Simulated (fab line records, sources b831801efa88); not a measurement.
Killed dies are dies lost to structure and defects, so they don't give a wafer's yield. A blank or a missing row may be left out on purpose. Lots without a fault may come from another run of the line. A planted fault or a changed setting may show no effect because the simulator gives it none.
Which tool did it? | flow gf180mcu | 13 lots, 39 wafers sampled, at 4 steps of a route of 602

WHAT THE GAUGES READ, wafer by wafer
GF_V5_THK_MEAS_03. Usual: V5_CVD_02_THK 1445 nm, standard deviation 18.
lot  | measured     | on            | V5_CVD_02_THK (nm) | flag
L180 | day 26 22:59 | film_metro-04 | 1431 1439 1472     |
L181 | day 27 01:39 | film_metro-04 | 1434 1431 1460     |
L183 | day 27 16:17 | film_metro-02 | 1463 1439 1454     |
L182 | day 27 19:10 | film_metro-02 | 1417 1477 1468     |
L184 | day 28 01:38 | film_metro-01 | 1409 1447 1462     |
L186 | day 28 22:35 | film_metro-02 | 1444 1451 1450     |
L187 | day 29 06:33 | film_metro-02 | 1421 1421 1445     |
L189 | day 29 15:28 | film_metro-01 | 1425 1456 1461     |
L190 | day 29 20:54 | film_metro-01 | 1421 1423 1449     |
L196 | day 31 04:07 | film_metro-02 | 1783 1798 1826     | OFF
L198 | day 31 16:55 | film_metro-02 | 1799 1811 1827     | OFF
L199 | day 32 00:42 | film_metro-01 | 1426 1444 1430     |
L201 | day 32 11:47 | film_metro-02 | 1466 1459 1487     |

GF_V5_CD_MEAS_14: target cd 260 nm. Usual: cd_nm 260.0 nm, standard deviation 1.1.
lot  | measured     | on        | cd_nm (nm)        | flag
L180 | day 27 19:46 | cd_sem-01 | 260.0 259.4 260.6 |
L181 | day 27 22:50 | cd_sem-02 | 260.2 260.9 260.3 |
L183 | day 28 12:22 | cd_sem-01 | 258.9 258.5 260.5 |
L182 | day 28 15:01 | cd_sem-01 | 259.3 259.7 259.1 |
L184 | day 28 21:11 | cd_sem-01 | 258.4 259.1 259.7 |
L186 | day 29 17:46 | cd_sem-01 | 258.4 258.5 259.6 |
L187 | day 30 01:35 | cd_sem-01 | 258.9 259.3 259.8 |
L189 | day 30 10:28 | cd_sem-02 | 259.3 257.9 259.8 |
L190 | day 30 15:37 | cd_sem-02 | 262.0 260.0 261.2 |
L196 | day 31 22:25 | cd_sem-01 | 259.4 258.8 257.8 |
L198 | day 32 10:18 | cd_sem-02 | 260.4 260.5 260.4 |
L199 | day 32 18:37 | cd_sem-02 | 261.2 260.8 261.5 |
L201 | day 33 04:19 | cd_sem-02 | 259.7 259.2 258.0 |

WHICH TOOL RAN EACH LOT (tool, then ch and the chambers of the sampled wafers, then the start)
lot  | GF_MIM_SPUTTER_01            | GF_V5_CVD_02
L180 | pvd_sputter-02, day 25 03:30 | pecvd-01 ch 1,2, day 26 22:51
L181 | pvd_sputter-02, day 25 05:18 | pecvd-03 ch 1,2, day 27 01:32
L183 | pvd_sputter-01, day 25 21:06 | pecvd-02 ch 0,1, day 27 16:11
L182 | pvd_sputter-04, day 26 00:29 | pecvd-03 ch 0,1,2, day 27 19:04
L184 | pvd_sputter-01, day 26 06:26 | pecvd-02 ch 0,1, day 28 01:31
L186 | pvd_sputter-04, day 27 04:41 | pecvd-01 ch 1,2, day 28 22:28
L187 | pvd_sputter-04, day 27 14:31 | pecvd-03 ch 0,1, day 29 06:26
L189 | pvd_sputter-02, day 27 23:04 | pecvd-03 ch 1,2, day 29 15:22
L190 | pvd_sputter-01, day 28 05:18 | pecvd-03 ch 1,2, day 29 20:48
L196 | pvd_sputter-04, day 29 13:42 | pecvd-01 ch 0,1, day 31 03:59
L198 | pvd_sputter-01, day 30 02:26 | pecvd-01 ch 1,2, day 31 16:48
L199 | pvd_sputter-02, day 30 11:28 | pecvd-02 ch 0,1,2, day 32 00:35
L201 | pvd_sputter-04, day 31 00:04 | pecvd-02 ch 0,2, day 32 11:40
- GF_MIM_SPUTTER_01: material TiN, target thk 30 nm, time 25 s.
- GF_V5_CVD_02: deposits SiO2 from TEOS, target thk 1450 nm, time 163.28 s.

WHAT THE TOOLS THEMSELVES READ (means of the sampled wafers that have a number; where no wafer has one, the mark that the record gives instead)
GF_MIM_SPUTTER_01. Usual: throttle_valve_pct 29.9 %, standard deviation 1.1.
lot  | tool           | throttle_valve_pct (%) | flag
L180 | pvd_sputter-02 | 29.8                   |
L181 | pvd_sputter-02 | 29.2                   |
L183 | pvd_sputter-01 | 30.9                   |
L182 | pvd_sputter-04 | 29.5                   |
L184 | pvd_sputter-01 | 29.7                   |
L186 | pvd_sputter-04 | 30.0                   |
L187 | pvd_sputter-04 | 31.3                   |
L189 | pvd_sputter-02 | 29.5                   |
L190 | pvd_sputter-01 | 29.9                   |
L196 | pvd_sputter-04 | 30.3                   |
L198 | pvd_sputter-01 | 30.4                   |
L199 | pvd_sputter-02 | 28.5                   |
L201 | pvd_sputter-04 | 30.3                   |

GF_V5_CVD_02. Usual: heater_power_w 628 W, standard deviation 90; rf_fwd_power_W 597.5 W, standard deviation 1.9.
lot  | tool     | heater_power_w (W) | rf_fwd_power_W (W) | flag
L180 | pecvd-01 | 646                | 595.8              |
L181 | pecvd-03 | 568                | 597.6              |
L183 | pecvd-02 | 700                | 598.1              |
L182 | pecvd-03 | 579                | 597.7              |
L184 | pecvd-02 | 696                | 596.8              |
L186 | pecvd-01 | 621                | 597.5              |
L187 | pecvd-03 | 699                | 596.9              |
L189 | pecvd-03 | 618                | 597.2              |
L190 | pecvd-03 | 615                | 598.8              |
L196 | pecvd-01 | 587                | 596.5              |
L198 | pecvd-01 | 644                | 597.5              |
L199 | pecvd-02 | 675                | 596.8              |
L201 | pecvd-02 | 644                | 597.9              |

THE ANSWER, worked out from the rows above alone
Rule: a lot is off if the mean of its wafers that have a number lies more than 3 standard deviations from the usual mean. A lot without any number at a reading at which 4 lots or more have one is off too. The other lots that the step has rows for count as sound. The gauges are gone through in route order, then the tools' own readings, and for those a lot's mean is taken as printed above. The first step at which some lot is off is used, and at that step the reading that is off furthest; a lot without a number counts as furthest.
Off: L196, L198, at GF_V5_THK_MEAS_03 (V5_CVD_02_THK).
A tool fits if, at a process step before that reading, it ran every lot that is off, and no sound lot after the first of them. The gauges at GF_V5_THK_MEAS_03 are tried like those tools. One fits: pecvd-01 at GF_V5_CVD_02. Its last sound lot is L186 (day 28 22:28), its first lot that is off L196 (day 31 03:59): a fault that began between those two fits.

WHAT THE SIMULATOR HAD PUT IN
Process parameter drift: pecvd-01, from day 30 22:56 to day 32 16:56, at GF_V5_CVD_02. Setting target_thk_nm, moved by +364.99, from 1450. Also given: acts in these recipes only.
Lots struck among those shown: L196, L198. The rule above found the same.
